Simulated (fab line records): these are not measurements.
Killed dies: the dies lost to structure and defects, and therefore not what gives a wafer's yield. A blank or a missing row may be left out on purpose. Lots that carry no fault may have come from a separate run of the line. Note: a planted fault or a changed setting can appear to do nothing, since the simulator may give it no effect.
fab line records	flow sky130
record lots=13	wafers=39	last-day=51
route steps=708 shown FIELD_ISO@3 SONOS_ONO@185 POLY_CUT@316 SD_P@327 PAD_OPEN@708
lots that met no fault: taken from a fault-free run of the same line
start-h: hours from the record's opening day to when the first of the lot's shown wafers began	wait-h: hours elapsed since this lot's preceding step	" as in the row above	L1.1+2: a row that stands for several wafers	- no value, or no start given	* or withheld: withheld	< > ~ a bound
route shown NAME@n: names a module that has steps shown in the file, with the first one's number in the route	usual: mean/standard deviation of fault-free wafers	same: alike in all rows	chamber/n: place in a boat	sites: the reading at each site	_std_site: the standard deviation of these	_edge_site: inner sites' mean taken away from outer sites' mean	radius-mm: for every site, how far away it sits from the centre of the wafer	mask NAME#n: copy n	behind: tool/chamber where the wafer was last shaped	hold: the reason the lot was held/the length of the hold in hours/how it ended	device: whichever transistor did not switch (one of n, p or np)	end of line: at the end of the route, the tests of the same wafers	for a step that has no rows: nothing shown but its recipe	killed: the dies lost at the first sort to structure and to defects; this is not the yield of the wafer	map: a wafer's dies, x killed, . not, _ none there
set.NAME: the run value of the setting; set.NAME@STEP: its run value at that earlier step	model.NAME: the simulator's own value behind a step, which no gauge read
steps of the route over a sample of lots; a table a step, a row a wafer
services: a tool's chamber out of use, with start hour (start-h, from the record's first day; less than 0 if before it), hours out, and reason
## steps
# step SKY_FIELD_ISO_THK_MEAS_02
# recipe reads=SiO2_of_FIELD_ISO_OXIDATION_01
# usual FIELD_ISO_OXIDATION_00_THK=11.91/0.19
lot.wafer	tool	chamber	start-h	wait-h	FIELD_ISO_OXIDATION_00_THK[nm]
L451.3	film-metro-04	-	20.94	0.0	11.90
L451.4	"	-	"	"	12.05
L451.6	"	-	"	"	11.92
L453.1	film-metro-04	-	27.94	0.0	12.27
L453.2	"	-	"	"	12.05
L453.3	"	-	"	"	12.37
L452.2	film-metro-02	-	27.95	0.0	11.87
L452.5	"	-	"	"	12.01
L452.6	"	-	"	"	11.96
L454.1	film-metro-02	-	35.66	0.0	12.17
L454.4	"	-	"	"	12.30
L454.5	"	-	"	"	11.92
L459.1	film-metro-04	-	56.63	0.0	11.80
L459.2	"	-	"	"	11.93
L459.6	"	-	"	"	11.65
L462.4	film-metro-04	-	71.66	0.0	11.92
L462.5	"	-	"	"	11.77
L462.6	"	-	"	"	11.72
L463.1	film-metro-04	-	77.20	0.0	11.95
L463.4	"	-	"	"	11.75
L463.5	"	-	"	"	11.77
L465.1	film-metro-02	-	88.92	0.0	11.67
L465.5	"	-	"	"	11.97
L465.6	"	-	"	"	11.80
L467.2	film-metro-03	-	99.10	0.0	11.91
L467.3	"	-	"	"	11.94
L467.5	"	-	"	"	11.90
L468.1	film-metro-02	-	104.34	0.0	11.57
L468.2	"	-	"	"	11.69
L468.6	"	-	"	"	11.75
L469.1	film-metro-03	-	108.53	0.0	11.56
L469.5	"	-	"	"	11.63
L469.6	"	-	"	"	11.64
L471.1	film-metro-03	-	117.08	0.0	11.89
L471.2	"	-	"	"	11.73
L471.4	"	-	"	"	11.96
L473.1	film-metro-03	-	127.34	0.0	11.85
L473.2	"	-	"	"	11.57
L473.4	"	-	"	"	11.57
# step SKY_SONOS_ONO_STRIP_17
# recipe chemistry=O2/N2	power-w=1400	pressure-mtorr=1500	platen-temp-c=withheld	o2-flow-sccm=3000	n2-flow-sccm=300	overash-fraction=0.5
# usual drypump-motor-current-A=6.1/0.54	oes-product-au=0.709/0.0045	strip-time-to-endpoint-s=14.05/0.04
lot.wafer	tool	chamber	start-h	wait-h	drypump-motor-current-A	oes-product-au	rf-hours-counter-h	strip-time-to-endpoint-s
L451.3	plasma-asher-03	1	308.38	0.0	6.8	0.704	-	14.06
L451.4	"	0	"	"	5.9	0.713	-	14.11
L451.6	"	0	"	"	5.9	0.707	-	14.06
L453.1	plasma-asher-04	1	316.50	0.0	6.3	0.708	62	14.07
L453.2	"	0	"	"	6.5	0.714	62	14.08
L453.3	"	1	"	"	6.3	0.708	-	14.07
L452.2	plasma-asher-04	1	320.99	0.0	6.3	0.721	62	14.05
L452.5	"	1	"	"	6.3	0.714	-	14.09
L452.6	"	0	"	"	6.5	0.700	-	14.07
L454.1	plasma-asher-04	0	329.49	0.0	6.5	0.904	63	-
L454.4	"	1	"	"	6.3	0.901	-	-
L454.5	"	0	"	"	6.5	0.905	-	-
L459.1	plasma-asher-01	1	371.59	0.0	5.6	0.708	23	14.04
L459.2	"	0	"	"	5.1	0.712	23	14.06
L459.6	"	1	"	"	5.6	0.712	-	14.06
L462.4	plasma-asher-04	0	403.01	0.0	6.5	0.706	-	14.04
L462.5	"	1	"	"	6.3	0.707	-	14.01
L462.6	"	0	"	"	6.5	0.708	-	13.97
L463.1	plasma-asher-04	1	409.90	0.0	6.3	0.711	72	14.11
L463.4	"	1	"	"	6.3	0.713	-	14.09
L463.5	"	0	"	"	6.5	0.710	-	14.08
L465.1	plasma-asher-03	0	422.20	0.0	5.9	0.708	60	14.04
L465.5	"	0	"	"	5.9	0.708	-	14.06
L465.6	"	1	"	"	6.8	0.708	-	14.07
L467.2	plasma-asher-04	1	433.35	0.0	6.3	0.703	74	14.04
L467.3	"	0	"	"	6.5	0.710	-	14.07
L467.5	"	1	"	"	6.3	0.707	-	14.02
L468.1	plasma-asher-03	1	443.80	0.0	6.8	0.713	62	14.00
L468.2	"	0	"	"	5.9	0.720	62	14.10
L468.6	"	1	"	"	6.8	0.705	-	14.03
L469.1	plasma-asher-04	1	454.72	0.0	6.3	0.711	77	14.01
L469.5	"	1	"	"	6.3	0.714	-	14.07
L469.6	"	0	"	"	6.5	0.712	-	14.06
L471.1	plasma-asher-04	1	470.20	0.0	6.3	0.714	78	13.95
L471.2	"	0	"	"	6.5	0.703	78	13.93
L471.4	"	1	"	"	6.3	0.712	-	14.00
L473.1	plasma-asher-04	1	482.95	0.0	6.3	0.709	80	13.98
L473.2	"	0	"	"	6.5	0.711	80	14.02
L473.4	"	0	"	"	6.5	0.701	-	13.96
# step SKY_POLY_CUT_OVL_MEAS_09
# usual POLY_CUT_OVL=0/5.1
lot.wafer	tool	chamber	start-h	wait-h	POLY_CUT_OVL[nm]
L451.3	overlay-01	-	595.69	0.1	0
L451.4	"	-	"	"	6
L451.6	"	-	"	"	6
L453.1	overlay-01	-	607.30	0.1	-1
L453.2	"	-	"	"	0
L453.3	"	-	"	"	-1
L452.2	overlay-01	-	610.28	0.1	1
L452.5	"	-	"	"	3
L452.6	"	-	"	"	-9
L459.1	overlay-01	-	661.34	0.1	-3
L459.2	"	-	"	"	-2
L459.6	"	-	"	"	1
L462.4	overlay-02	-	692.46	0.1	-2
L462.5	"	-	"	"	0
L462.6	"	-	"	"	-1
L463.1	overlay-02	-	696.84	0.1	6
L463.4	"	-	"	"	-1
L463.5	"	-	"	"	13
L465.1	overlay-02	-	708.53	0.1	-3
L465.5	"	-	"	"	0
L465.6	"	-	"	"	-7
L467.2	overlay-01	-	720.40	0.1	6
L467.3	"	-	"	"	-1
L467.5	"	-	"	"	3
L468.1	overlay-02	-	731.15	0.1	-3
L468.2	"	-	"	"	1
L468.6	"	-	"	"	-9
L469.1	overlay-02	-	736.89	0.1	-5
L469.5	"	-	"	"	4
L469.6	"	-	"	"	-1
L471.1	overlay-01	-	755.59	0.1	-4
L471.2	"	-	"	"	3
L471.4	"	-	"	"	1
L473.1	overlay-01	-	761.70	0.1	2
L473.2	"	-	"	"	-1
L473.4	"	-	"	"	0
# step SKY_SD_P_CD_MEAS_07
# recipe target-cd-nm=380
# usual cd-nm=379/3
lot.wafer	tool	chamber	start-h	wait-h	cd-nm
L451.3	cd-sem-01	-	624.82	0.1	374
L451.4	"	-	"	"	375
L451.6	"	-	"	"	374
L453.1	cd-sem-01	-	636.27	0.1	376
L453.2	"	-	"	"	376
L453.3	"	-	"	"	374
L452.2	cd-sem-02	-	639.84	0.1	378
L452.5	"	-	"	"	380
L452.6	"	-	"	"	381
L459.1	cd-sem-02	-	689.28	0.1	382
L459.2	"	-	"	"	382
L459.6	"	-	"	"	381
L462.4	cd-sem-01	-	721.53	0.1	381
L462.5	"	-	"	"	380
L462.6	"	-	"	"	381
L463.1	cd-sem-02	-	724.68	0.1	379
L463.4	"	-	"	"	377
L463.5	"	-	"	"	376
L465.1	cd-sem-01	-	737.81	0.1	381
L465.5	"	-	"	"	380
L465.6	"	-	"	"	382
L467.2	cd-sem-02	-	748.18	0.1	376
L467.3	"	-	"	"	371
L467.5	"	-	"	"	374
L468.1	cd-sem-02	-	759.62	0.1	382
L468.2	"	-	"	"	383
L468.6	"	-	"	"	384
L469.1	cd-sem-02	-	764.81	0.1	379
L469.5	"	-	"	"	382
L469.6	"	-	"	"	381
L471.1	cd-sem-02	-	784.07	0.1	376
L471.2	"	-	"	"	377
L471.4	"	-	"	"	376
L473.1	cd-sem-01	-	788.71	0.1	382
L473.2	"	-	"	"	381
L473.4	"	-	"	"	380
# step SKY_PAD_OPEN_PROBE_99
# usual killed_at_M0_to_M3=43/6.4	killed_at_M4_up=3.2/1.8	killed-at-contacts=25/5.5	killed-at-front-end=16/5.2	killed-at-other=0.3/0.49	killed-dies=88/10	killed-on-rim=17/3.9	killed-open=48/7	killed-short=40/7.1
# same gross-dies=492	killed-at-back-side=0
lot.wafer	tool	chamber	start-h	wait-h	killed_at_M0_to_M3	killed_at_M4_up	killed-at-contacts	killed-at-front-end	killed-at-other	killed-dies	killed-on-rim	killed-open	killed-short
L453.1	prober-01	-	1112.39	0.1	46	3	25	15	0	89	8	49	40
L453.2	prober-01	-	1112.44	0.1	48	3	20	9	0	80	16	45	35
L453.3	prober-01	-	1112.49	0.2	33	8	26	16	1	84	15	41	43
L452.2	prober-02	-	1115.60	0.1	44	2	28	9	0	83	16	53	30
L452.5	prober-02	-	1115.75	0.2	50	1	16	11	0	78	17	37	41
L452.6	prober-02	-	1115.80	0.2	53	3	24	13	0	93	19	51	42
L454.1	prober-01	-	1119.40	0.1	33	4	28	426	1	492	96	42	38
L454.4	prober-01	-	1119.55	0.2	40	2	22	428	0	492	96	40	39
L454.5	prober-01	-	1119.60	0.2	44	2	31	415	0	492	96	53	43
# killed by level:class
L453.1 VIA1:geometric-particle:open=14 VIA2:geometric-particle:open=8 CONTACT:geometric-particle:open=7 VIA1:geometric-particle:short=7 LI_CONTACT:geometric-particle:short=6 VIA3:geometric-particle:open=6 METAL1:geometric-particle:short=5 LI_CONTACT:geometric-particle:open=5
L453.2 VIA1:geometric-particle:open=12 LI_CONTACT:geometric-particle:open=7 VIA1:geometric-particle:short=7 VIA2:geometric-particle:open=6 CONTACT:geometric-particle:open=5 METAL1:geometric-particle:short=5 VIA3:geometric-particle:open=5 METAL3:geometric-particle:short=4
L453.3 VIA3:geometric-particle:open=10 CONTACT:geometric-particle:open=8 LI_CONTACT:geometric-particle:open=7 METAL4:geometric-particle:short=7 FIELD_ISO:geometric-particle:short=6 LOCAL_INTERCONNECT:geometric-particle:short=5 VIA1:geometric-particle:open=4 FIELD_ISO:geometric-particle:open=3
L452.2 VIA1:geometric-particle:open=11 CONTACT:geometric-particle:open=10 LI_CONTACT:geometric-particle:open=9 VIA2:geometric-particle:open=7 VIA3:geometric-particle:open=7 METAL1:geometric-particle:short=5 VIA1:geometric-particle:short=5 LOCAL_INTERCONNECT:geometric-particle:short=3
L452.5 VIA2:geometric-particle:open=11 CONTACT:geometric-particle:open=8 METAL1:geometric-particle:short=7 VIA1:geometric-particle:open=6 METAL2:geometric-particle:short=5 VIA3:geometric-particle:short=5 FIELD_ISO:geometric-particle:short=4 METAL3:geometric-particle:short=4
L452.6 VIA3:geometric-particle:open=12 VIA2:geometric-particle:open=9 CONTACT:geometric-particle:open=8 METAL2:geometric-particle:short=8 VIA1:geometric-particle:open=7 VIA1:geometric-particle:short=7 CONTACT:geometric-particle:short=6 FIELD_ISO:geometric-particle:open=4
L454.1 GATE_OXIDE:area-oxidation=412 CONTACT:geometric-particle:open=11 VIA1:geometric-particle:open=9 POLY_GATE:geometric-particle:short=6 VIA3:geometric-particle:open=6 LI_CONTACT:geometric-particle:open=5 METAL2:geometric-particle:short=5 LI_CONTACT:geometric-particle:short=4
L454.4 GATE_OXIDE:area-oxidation=413 VIA1:geometric-particle:open=11 CONTACT:geometric-particle:open=11 METAL1:geometric-particle:short=6 POLY_GATE:geometric-particle:short=5 VIA2:geometric-particle:open=5 METAL2:geometric-particle:short=5 LOCAL_INTERCONNECT:geometric-particle:short=4
L454.5 GATE_OXIDE:area-oxidation=396 VIA1:geometric-particle:open=10 LI_CONTACT:geometric-particle:open=9 CONTACT:geometric-particle:open=8 METAL1:geometric-particle:short=7 FIELD_ISO:geometric-particle:open=6 VIA1:geometric-particle:short=6 VIA3:geometric-particle:open=6
## services
tool	chamber	start-h	hours	kind
plasma-asher-04	-	299.81	2.1	repair
plasma-asher-03	-	312.41	5.4	pm
plasma-asher-01	-	358.04	7.4	repair
plasma-asher-03	-	361.50	2.8	pm
plasma-asher-03	-	370.76	1.7	repair
plasma-asher-03	-	383.80	5.9	repair
plasma-asher-03	-	408.27	3.1	repair
plasma-asher-04	-	415.26	5.0	repair
## key
first-sign step=SKY_SONOS_ONO_STRIP_17	reading=oes-product-au	direction=up	sigmas=44	usual=0.709	struck=0.903
effect step=SKY_PAD_OPEN_PROBE_99	reading=killed-at-front-end	direction=up	sigmas=78	usual=16	struck=423
more-kills-born-at SKY_GATE_OXIDE_OXIDATION_01@furnace-01=1221
met-at SKY_SONOS_ONO_STRIP_17
struck-lots L454
later-rows-left-out L454.1,L454.4,L454.5
tester-left-out L454
not-acting-at SKY_FIELD_ISO_THK_MEAS_02,SKY_POLY_CUT_OVL_MEAS_09,SKY_SD_P_CD_MEAS_07
onset-between 320.99 329.49
fault kind=strip-aborted	tool=plasma-asher-04	chamber=-	onset-h=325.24	steps=SKY_SONOS_ONO_STRIP_17	offset=0.76212	end-h=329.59
# tester-left-out: of these lots the tester's yield and bins aren't shown, on N5 and GAA mostly nor the transistor test; their killed dies are dies lost to structure and defects alone, not to doping, threshold or leakage, so they don't give the yield
# later-rows-left-out: the simulator's readings of these wafers behind a module that went badly wrong aren't trusted and aren't shown, but for the sort
